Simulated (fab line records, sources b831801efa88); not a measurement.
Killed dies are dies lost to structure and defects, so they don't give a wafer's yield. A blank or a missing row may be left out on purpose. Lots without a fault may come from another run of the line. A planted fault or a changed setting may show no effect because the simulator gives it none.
Chamber matching | flow sky130 | SKY_FIELD_ISO_ETCH_17 on rie_si-02: 4 sister chambers
The step etches Si in HBr/Cl2/O2, target depth 342 nm, time 97.7 s. 8 wafers are shown with their chamber, then 12 later ones without.

WAFERS WITH THEIR CHAMBER
wafer  | chamber | throttle_valve_pct (%) | oes_product_au (a.u.)
L078.2 | 3       | 25.638                 | 1.010
L079.1 | 3       | 25.649                 | 0.999
L085.3 | 1       | 25.652                 | 0.992
L085.6 | 0       | 25.675                 | 1.002
L088.4 | 0       | 25.663                 | 1.008
L089.3 | 2       | 25.651                 | 0.998
L089.4 | 2       | 25.645                 | 1.008
L089.5 | 1       | 25.664                 | 0.994

WAFERS WITHOUT THEIR CHAMBER
wafer  | throttle_valve_pct (%) | oes_product_au (a.u.)
L090.1 | 25.663                 | 1.004
L090.3 | 25.647                 | 1.010
L090.4 | 25.657                 | 1.008
L094.1 | 25.665                 | 1.012
L094.3 | 25.667                 | 0.996
L094.5 | 25.643                 | 1.000
L096.1 | 25.670                 | 1.001
L096.2 | 25.650                 | 1.011
L096.4 | 25.663                 | 0.996
L097.1 | 25.649                 | 0.986
L097.3 | 25.664                 | 1.002
L097.4 | 25.677                 | 1.000

WHICH CHAMBER EACH WENT THROUGH
wafer  | from the rows above               | in truth
L090.1 | can't be placed: 0 or 2 or 1 or 3 | 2
L090.3 | can't be placed: 3 or 2           | 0
L090.4 | can't be placed: 2 or 0 or 3 or 1 | 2
L094.1 | can't be placed: 0 or 2 or 3      | 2
L094.3 | can't be placed: 1 or 0 or 2      | 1
L094.5 | can't be placed: 3 or 2 or 1      | 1
L096.1 | can't be placed: 0 or 1           | 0
L096.2 | can't be placed: 2 or 3 or 0 or 1 | 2
L096.4 | can't be placed: 1 or 0 or 2      | 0
L097.1 | can't be placed: 1 or 2 or 3      | 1
L097.3 | can't be placed: 0 or 1 or 2 or 3 | 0
L097.4 | can't be placed: 0 or 1           | 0
Placed correctly: 0 of 12. Can't be placed from these rows: 12 (the true chamber is among the candidates in 11). Placed wrongly: 0.
How it was worked out, from the rows above alone: a wafer's distance from a chamber is the root of the sum, over the readings, of the square of ((its reading less the chamber's mean) divided by the reading's scatter). The wafer belongs to the nearest chamber; if the next one is less than 2 further off, it can't be placed. A chamber's mean is the mean of its shown wafers. The scatter: the root of (the sum of the squares of (reading less its chamber's mean) over the shown wafers, divided by (wafers less chambers)).
